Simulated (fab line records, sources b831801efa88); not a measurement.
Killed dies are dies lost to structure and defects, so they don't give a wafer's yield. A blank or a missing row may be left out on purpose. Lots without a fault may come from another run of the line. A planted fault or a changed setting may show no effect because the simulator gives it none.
fab line records | flow sfq_line
record lots=6 wafers=18 last_day=92
route steps=325 shown L0@14 L0V@16
lots that met no fault: from a run of the same line without faults
start_h: hours from the record's first day to the start of the lot's first wafer shown | wait_h: hours since the lot's step before | " the same as in the row above | L1.1+2: a row that stands for several wafers | - no value, or no start given | * or withheld: withheld | < > ~ a bound
route shown NAME@n: a module of which the file shows steps, and the number in the route of the first | usual: mean/standard deviation of fault-free wafers | same: alike in all rows | chamber/n: place in a boat | sites: the reading at each site | _std_site: their standard deviation | _edge_site: outer sites' mean less inner sites' | radius_mm: how far each site lies from the wafer's centre | mask NAME#n: copy n | behind: the tool/chamber that last shaped the wafer | hold: why the lot was held/for how many hours/how that ended | device: the transistor (n, p or np) that didn't switch | end of line: the same wafers' tests at the end of the route | a step without rows: its recipe alone | killed: dies lost to structure and defects at the first sort, not the wafer's yield | map: a wafer's dies, x killed, . not, _ none there
set.NAME: the setting as run; set.NAME@STEP: as run at that earlier step | model.NAME: the simulator's own value behind a step, which no gauge read
lots at some steps of the route; a table a step, a row a wafer
services: from which hour (start_h, from the record's first day; less than 0 if before it) a tool's chamber was out of use, for how many hours, and why
## steps
# step SFQ_TRILAYER_L0_STRIP_STRIP_009
# recipe gas=O2 power_w=200 platen_temp_c=40 overash_fraction=0.65 chemistry=O2 pressure_mtorr=50
# usual chamber_pressure_mTorr=50.00/0.041 drypump_motor_current_A=5.4/0.35 oes_product_au=0.998/0.011
# columns lot.wafer tool chamber start_h wait_h chamber_pressure_mTorr drypump_motor_current_A oes_product_au rf_hours_counter_h
L165.1 rie_metal-01 1 85.39 0.0 49.97 5.4 0.995 57
L165.2 " 0 " " 49.99 5.8 0.979 31
L165.5 " 0 " " 50.03 5.8 0.975 -
L169.1 rie_metal-03 0 108.27 0.0 50.02 5.3 1.011 172
L169.5 " 0 " " 50.02 5.3 1.024 -
L169.6 " 1 " " 50.03 5.5 1.019 -
L171.1 rie_metal-03 0 122.80 0.0 50.05 5.3 1.001 175
L171.2 " 1 " " 50.01 5.5 1.006 97
L171.4 " 0 " " 50.00 5.3 0.994 -
L183.2 rie_metal-03 1 197.83 0.0 49.96 5.5 1.001 113
L183.3 " 0 " " 50.05 5.2 0.991 -
L183.4 " 1 " " 50.02 5.5 1.009 -
L186.3 rie_metal-02 0 213.63 0.2 49.97 5.7 1.006 -
L186.4 " 1 " " 50.04 4.7 0.999 -
L186.5 " 0 " " 49.95 5.7 0.996 -
L187.3 rie_metal-03 1 219.63 0.2 50.03 5.5 1.007 -
L187.4 " 0 " " 49.98 5.3 0.994 -
L187.5 " 1 " " 50.01 5.5 1.015 -
# step SFQ_TRILAYER_L0_STRIP_SOLV_CLEAN_010
# recipe chemistry=NMP temp_c=70 time_s=600
# step SFQ_TRILAYER_L0_CAP_PECVD_011
# recipe material=SiO2 temp_c=150 time_s=13.333 pressure_torr=2.4 rf_w=183.3 precursor=SiH4/N2O target_thk_nm=60
# usual heater_power_w=83/17 throttle_valve_pct=25.2/0.89
# columns lot.wafer tool chamber start_h wait_h heater_power_w throttle_valve_pct
L165.1 pecvd-02 2 86.17 0.0 61 23.8
L165.2 " 0 " " 62 25.3
L165.5 " 0 " " 64 25.4
L169.1 pecvd-03 2 109.04 0.0 93 24.9
L169.5 " 1 " " 98 23.9
L169.6 " 0 " " 117 26.3
L171.1 pecvd-02 0 123.58 0.0 59 25.3
L171.2 " 1 " " 70 25.5
L171.4 " 2 " " 63 24.0
L183.2 pecvd-02 1 198.60 0.0 64 26.1
L183.3 " 0 " " 63 25.6
L183.4 " 0 " " 64 25.4
L186.3 pecvd-03 0 214.20 0.0 112 26.7
L186.4 " 0 " " 114 26.6
L186.5 " 2 " " 81 24.9
L187.3 pecvd-03 1 220.20 0.0 101 24.4
L187.4 " 0 " " 110 26.7
L187.5 " 1 " " 101 24.1
# step SFQ_TRILAYER_L0_VIA_LITHO_COAT_018
# recipe resist=BARC spin_rpm=3000 resist_thk_nm=62
# step SFQ_TRILAYER_L0_VIA_LITHO_COAT_013
# recipe resist=KrF spin_rpm=3000 resist_thk_nm=650
# step SFQ_TRILAYER_L0_VIA_LITHO_SOFTBAKE_017
# recipe temp_c=withheld time_s=withheld resist=KrF
# step SFQ_TRILAYER_L0_VIA_LITHO_EXPOSE_014
# recipe mask_id=L0V na=0.6 source_shape=conventional sigma_outer=0.65 target_cd_nm=700 dose_mj=21.3
# step SFQ_TRILAYER_L0_VIA_LITHO_PEB_016
# recipe peb_temp_c=115 peb_time_s=60 resist=KrF
# step SFQ_TRILAYER_L0_VIA_LITHO_DEVELOP_015
# recipe time_s=60 resist=KrF
# step SFQ_L0V_OVL_MEAS_903
# usual L0V_OVL=1/5.5
# columns lot.wafer tool chamber start_h wait_h L0V_OVL[nm]
L165.1 overlay-01 - 96.85 0.1 12
L165.2 " - " " 13
L165.5 " - " " 13
L169.1 overlay-01 - 116.05 0.1 -5
L169.5 " - " " -4
L169.6 " - " " -4
L171.1 overlay-01 - 131.75 0.1 -8
L171.2 " - " " -13
L171.4 " - " " -9
L183.2 overlay-01 - 211.53 0.1 -2
L183.3 " - " " -4
L183.4 " - " " 1
L186.3 overlay-02 - 317.53 0.1 -8
L186.4 " - " " -7
L186.5 " - " " -8
L187.3 overlay-01 - 328.33 0.1 -2
L187.4 " - " " 2
L187.5 " - " " 4
# step SFQ_TRILAYER_L0_VIA_BARC_OPEN_VIA_ETCH_021
# recipe mask_material=PR chemistry=O2 target_depth_nm=125 target=BARC source_w=500 bias_w=80 pressure_mtorr=30 time_s=41.7
# usual drypump_motor_current_A=6.0/0.52 oes_product_au=0.685/0.0051
# columns lot.wafer tool chamber start_h wait_h drypump_motor_current_A oes_product_au rf_hours_counter_h
L165.1 rie_diel-03 0 96.89 0.0 6.4 0.685 7
L165.2 " 1 " " 5.7 0.690 1
L165.5 " 1 " " 5.7 0.681 -
L169.1 rie_diel-03 2 116.09 0.0 5.8 0.688 5
L169.5 " 2 " " 5.8 0.681 -
L169.6 " 1 " " 5.7 0.676 -
L171.1 rie_diel-04 0 131.79 0.0 5.2 0.687 5
L171.2 " 1 " " 6.4 0.687 93
L171.4 " 3 " " 5.7 0.686 -
L183.2 rie_diel-04 2 211.56 0.0 6.2 0.680 4
L183.3 " 1 " " 6.4 0.689 95
L183.4 " 3 " " 5.8 0.689 23
L186.3 rie_diel-03 0 317.56 0.0 6.4 0.686 10
L186.4 " 2 " " 5.7 0.682 7
L186.5 " 0 " " 6.4 0.690 -
L187.3 rie_diel-02 2 328.36 0.0 6.7 0.684 111
L187.4 " 1 " " 5.8 0.683 -
L187.5 " 3 " " 5.5 0.675 -
# step SFQ_TRILAYER_L0_VIA_ETCH_VIA_ETCH_016
# recipe target=SiO2 stop_on=MoNx_KI mask_material=PR chemistry=CHF3 target_depth_nm=80 source_w=500 bias_w=80 pressure_mtorr=30 time_s=withheld
# usual drypump_motor_current_A=6.0/0.52 oes_product_au=0.840/0.0081
# columns lot.wafer tool chamber start_h wait_h drypump_motor_current_A oes_product_au
L165.1 rie_diel-03 0 96.93 0.0 6.4 0.822
L165.2 " 1 " " 5.7 0.831
L165.5 " 1 " " 5.7 0.837
L169.1 rie_diel-03 2 116.13 0.0 5.8 0.833
L169.5 " 2 " " 5.8 0.851
L169.6 " 1 " " 5.7 0.851
L171.1 rie_diel-04 0 131.83 0.0 5.2 0.839
L171.2 " 1 " " 6.4 0.829
L171.4 " 3 " " 5.8 0.830
L183.2 rie_diel-04 2 211.60 0.0 6.2 0.831
L183.3 " 1 " " 6.4 0.834
L183.4 " 3 " " 5.7 0.834
L186.3 rie_diel-03 0 317.60 0.0 6.4 0.847
L186.4 " 2 " " 5.8 0.852
L186.5 " 0 " " 6.4 0.848
L187.3 rie_diel-02 2 328.40 0.0 6.7 0.834
L187.4 " 1 " " 5.8 0.843
L187.5 " 3 " " 5.5 0.845
# step SFQ_TRILAYER_L0_VIA_STRIP_STRIP_017
# recipe gas=O2 power_w=200 platen_temp_c=40 overash_fraction=0.65 chemistry=O2 pressure_mtorr=50
# usual chamber_pressure_mTorr=50.00/0.043 drypump_motor_current_A=5.2/0.32 oes_product_au=1.001/0.012
# columns lot.wafer tool chamber start_h wait_h chamber_pressure_mTorr drypump_motor_current_A oes_product_au rf_hours_counter_h
L165.1 rie_metal-04 0 96.98 - 50.06 5.0 1.038 2
L165.2 " 0 " " 50.01 5.0 1.021 -
L165.5 " 0 " " 49.99 5.1 1.019 -
L169.1 rie_metal-04 0 116.18 - 40.04 5.0 1.014 6
L169.5 " 0 " " 39.99 5.0 1.019 -
L169.6 " 1 " " 40.01 5.3 0.990 -
L171.1 rie_metal-04 0 131.88 - 40.03 5.0 1.012 9
L171.2 " 1 " " 40.02 5.3 0.993 142
L171.4 " 1 " " 39.99 5.3 0.991 -
L183.2 rie_metal-03 1 211.65 - 50.04 5.5 1.010 116
L183.3 " 0 " " 49.88 5.2 0.999 -
L183.4 " 1 " " 50.06 5.5 1.001 -
L186.3 rie_metal-02 0 317.84 - 49.99 5.7 0.988 -
L186.4 " 1 " " 49.98 4.7 1.000 -
L186.5 " 1 " " 50.05 4.7 0.995 -
L187.3 rie_metal-03 1 328.64 - 50.00 5.5 1.011 -
L187.4 " 0 " " 50.01 5.3 0.994 -
L187.5 " 0 " " 49.95 5.3 0.989 -
# step SFQ_TRILAYER_L0_VIA_STRIP_SOLV_CLEAN_018
# recipe chemistry=NMP temp_c=70 time_s=600
## services
# columns tool chamber start_h hours kind
rie_metal-03 - 62.15 0.4 repair
rie_diel-03 1 65.25 4.3 repair
rie_metal-04 - 69.44 14.6 pm
pecvd-02 - 70.83 2.8 pm
rie_diel-04 - 73.13 0.5 repair
rie_metal-04 1 89.70 10.1 repair
pecvd-03 1 116.13 2.5 repair
rie_diel-03 3 119.90 36.7 repair
rie_diel-03 1 120.48 7.0 repair
rie_diel-03 0 121.69 10.3 repair
rie_diel-04 2 128.05 9.1 repair
pecvd-02 - 133.99 0.5 repair
rie_diel-03 0 159.98 6.2 repair
rie_diel-03 2 163.37 8.7 repair
pecvd-03 1 179.32 10.1 repair
rie_diel-04 2 183.16 7.2 repair
pecvd-03 - 191.80 2.4 repair
rie_diel-04 1 219.44 2.6 repair
rie_metal-04 1 229.75 10.0 repair
pecvd-03 - 251.99 6.0 pm
rie_diel-03 - 260.63 14.6 pm
rie_metal-04 - 264.76 1.7 repair
rie_metal-04 0 304.58 3.6 repair
pecvd-03 - 313.34 0.3 repair
## key
first_sign step=SFQ_TRILAYER_L0_VIA_STRIP_STRIP_017 reading=chamber_pressure_mTorr direction=down sigmas=99+ usual=50.00 struck=40.01
effect none on later readings
met_at SFQ_TRILAYER_L0_VIA_STRIP_STRIP_017
struck_wafers L169.1,L169.5,L169.6,L171.1,L171.2,L171.4
onset_between 96.98 116.18
fault kind=process_parameter_drift tool=rie_metal-04 chamber=- onset_h=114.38 steps=SFQ_TRILAYER_L0_VIA_STRIP_STRIP_017 channel=pressure_mtorr offset=-10 shape=step end_h=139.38 acts_in=these_recipes_only stated=50
